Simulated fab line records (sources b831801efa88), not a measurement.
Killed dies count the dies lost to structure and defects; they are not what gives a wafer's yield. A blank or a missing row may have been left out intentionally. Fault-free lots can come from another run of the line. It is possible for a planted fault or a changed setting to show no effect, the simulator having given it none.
Matching of chambers ; flow gf180mcu ; GF_V5_CMP_26 on cmp-01: 4 sister chambers
The step polishes, stops on SiO2, t overpolish 15 s, target thk 0 nm. 16 wafers are shown with their chamber, then 8 later ones without.

## WAFERS, EACH WITH ITS CHAMBER
wafer;chamber;motor current A (A);time to endpoint s (s);overpolish run s (s)
L715.1;3;11.4;87;14.995
L715.5;2;9.8;80;15.010
L715.6;1;11.3;81;14.995
L717.1;1;11.1;82;15.001
L717.3;2;10.2;81;14.992
L717.6;0;9.8;85;14.999
L719.1;2;9.7;79;14.999
L719.2;1;11.9;85;15.010
L719.4;0;10.5;84;14.998
L721.1;0;10.3;87;14.998
L721.5;0;10.7;84;15.008
L721.6;1;11.0;83;15.004
L722.4;3;12.0;85;15.006
L722.5;0;10.1;87;14.994
L722.6;1;11.2;86;14.990
L729.1;2;10.1;82;15.000

SIGNATURES (averages over the wafers above)
reading;chamber 0;chamber 1;chamber 2;chamber 3;scatter within a chamber
motor current A;10.280;11.300;9.950;11.700;0.334
time to endpoint s;85.40;83.40;80.50;86.00;1.67
overpolish run s;14.99940;15.00000;15.00025;15.00050;0.00692
Rule: distance of a wafer from a chamber = root of the sum over the readings of ((wafer's reading minus chamber's mean) / reading's scatter) squared. The wafer belongs to the nearest chamber; if the next one is less than 2 further off, it can't be placed. The scatter: the root of (the sum of the squares of (reading less its chamber's mean) over the shown wafers, divided by (wafers less chambers)).

## WAFERS MISSING THEIR CHAMBER
wafer;motor current A (A);time to endpoint s (s);overpolish run s (s)
L729.2;11.6;87;15.002
L729.3;12.1;86;14.989
L731.2;10.4;82;15.004
L731.3;10.2;86;14.997
L731.4;11.8;88;15.002
L733.1;10.4;85;15.002
L733.5;11.8;83;15.011
L733.6;9.9;82;14.989

## THE CHAMBER EACH PASSED THROUGH
wafer;from the rows above;in truth
L729.2;can't be placed: 3 or 1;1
L729.3;can't be placed: 3 or 1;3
L731.2;can't be placed: 2 or 0 or 1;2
L731.3;0;0
L731.4;can't be placed: 3 or 1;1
L733.1;0;0
L733.5;can't be placed: 1 or 3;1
L733.6;can't be placed: 2 or 0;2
2 of 8 placed correctly. These rows do not allow placing 6 (true chamber among the candidates in 6). Placed wrongly: 0.
